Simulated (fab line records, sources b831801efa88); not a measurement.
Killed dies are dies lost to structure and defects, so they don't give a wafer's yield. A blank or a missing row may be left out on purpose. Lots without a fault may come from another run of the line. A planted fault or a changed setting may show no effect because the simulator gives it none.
A struck lot beside a sound one | flow sfq_line | 13 steps out of a route of 325
Sound: wafers L565.1, L565.5, L565.6. Struck: wafer L578.4. (L578.2, L578.5 of the same lot were not struck and are left out.) The cause comes at the end.
At each step with rows: each side's tool, then ch and its chambers, then its first start. Under that, the readings that differ: sound wafers | struck wafers | difference of the means | sigmas: that difference in standard deviations of wafers without a fault.
alike: readings whose means differ by less than 2 such deviations, and words and numbers that are the same on both sides. not compared: withheld readings, readings that some wafer has no value for, bounds like >300 that may hide the same value, and numbers for which the record gives no deviation and whose values overlap.
The two part at a step that has a row with sigmas, a row that says differs or no value, or rows on one side only. Numbers that don't overlap but have no deviation are shown without sigmas and don't part them. A reading that every wafer of one side lacks parts them only if that side has two wafers or more.

first, 1 step without rows for these wafers: SFQ_TRILAYER_M1_DEP_PRE_CLEAN_038 (time 22.5 s).
SFQ_TRILAYER_M1_DEP_SPUTTER_037: material Nb, target thk 200 nm, time 133.3 s.
  sound on pvd_sputter-03, day 19 09:34; struck on pvd_sputter-03, day 26 04:28
  alike: throttle_valve_pct
SFQ_M1_RS_MEAS_909: measures by four-point-probe.
  sound on film_metro-03, day 19 09:39; struck on film_metro-01, day 26 04:35
  reading           | sound             | struck | difference | sigmas
  M1_NB_RS (ohm/sq) | 0.879 0.875 0.884 | 0.902  | +0.023     | +3
then, 6 steps without rows for these wafers: SFQ_TRILAYER_M1_LITHO_COAT_044 (resist thk 62 nm); SFQ_TRILAYER_M1_LITHO_COAT_039 (resist thk 600 nm); SFQ_TRILAYER_M1_LITHO_SOFTBAKE_043; SFQ_TRILAYER_M1_LITHO_EXPOSE_040 (exposes mask M1, target cd 500 nm); SFQ_TRILAYER_M1_LITHO_PEB_042 (peb time 60 s); SFQ_TRILAYER_M1_LITHO_DEVELOP_041 (time 60 s).
SFQ_M1_OVL_MEAS_911:
  sound on overlay-02, day 26 09:29; struck on overlay-02, day 27 09:29
  alike: M1_OVL
SFQ_TRILAYER_M1_BARC_OPEN_METAL_ETCH_054: etches BARC in O2, target depth 125 nm, time 41.7 s.
  sound on rie_metal-03 ch 0,1, day 26 09:31; struck on rie_metal-04 ch 1, day 27 09:31
  alike: drypump_motor_current_A, oes_product_au
  not compared: rf_hours_counter_h
SFQ_TRILAYER_M1_ETCH_METAL_ETCH_042: etches Nb in Cl2/Ar, stops on SiO2, target depth 240 nm, time 120 s.
  sound on rie_metal-03 ch 0,1, day 26 09:35; struck on rie_metal-04 ch 1, day 27 09:34
  reading                                             | sound             | struck | difference | sigmas
  oes_product_au (a.u.)                               | 0.895 0.906 0.895 | 0.885  | -0.014     | -2
  model.KrF_of_TRILAYER_M1_LITHO_COAT_039.thk_nm (nm) | 382.6 385.1 385.9 | 312    | -73        |
  model.M1.feature_depth_nm (nm)                      | 202.1 203.1 201.4 | 209.4  | +7.2       |
  model.SiO2_of_TRILAYER_I0_DEP_PECVD_027.thk_nm (nm) | 193.7 191.6 192.5 | 180.5  | -12.1      |
  alike: drypump_motor_current_A
  not compared: rf_hours_counter_h
SFQ_TRILAYER_M1_STRIP_STRIP_043: strips in O2.
  sound on rie_metal-03 ch 0,1, day 26 09:42; struck on rie_metal-04 ch 1, day 27 09:41
  alike: drypump_motor_current_A, oes_product_au
  not compared: rf_hours_counter_h

WHERE THEY PART
First at SFQ_M1_RS_MEAS_909; last, within this record, at SFQ_TRILAYER_M1_ETCH_METAL_ETCH_042. Later steps at which nothing parts them and some readings are alike: SFQ_TRILAYER_M1_STRIP_STRIP_043.

WHY: what the simulator had put in
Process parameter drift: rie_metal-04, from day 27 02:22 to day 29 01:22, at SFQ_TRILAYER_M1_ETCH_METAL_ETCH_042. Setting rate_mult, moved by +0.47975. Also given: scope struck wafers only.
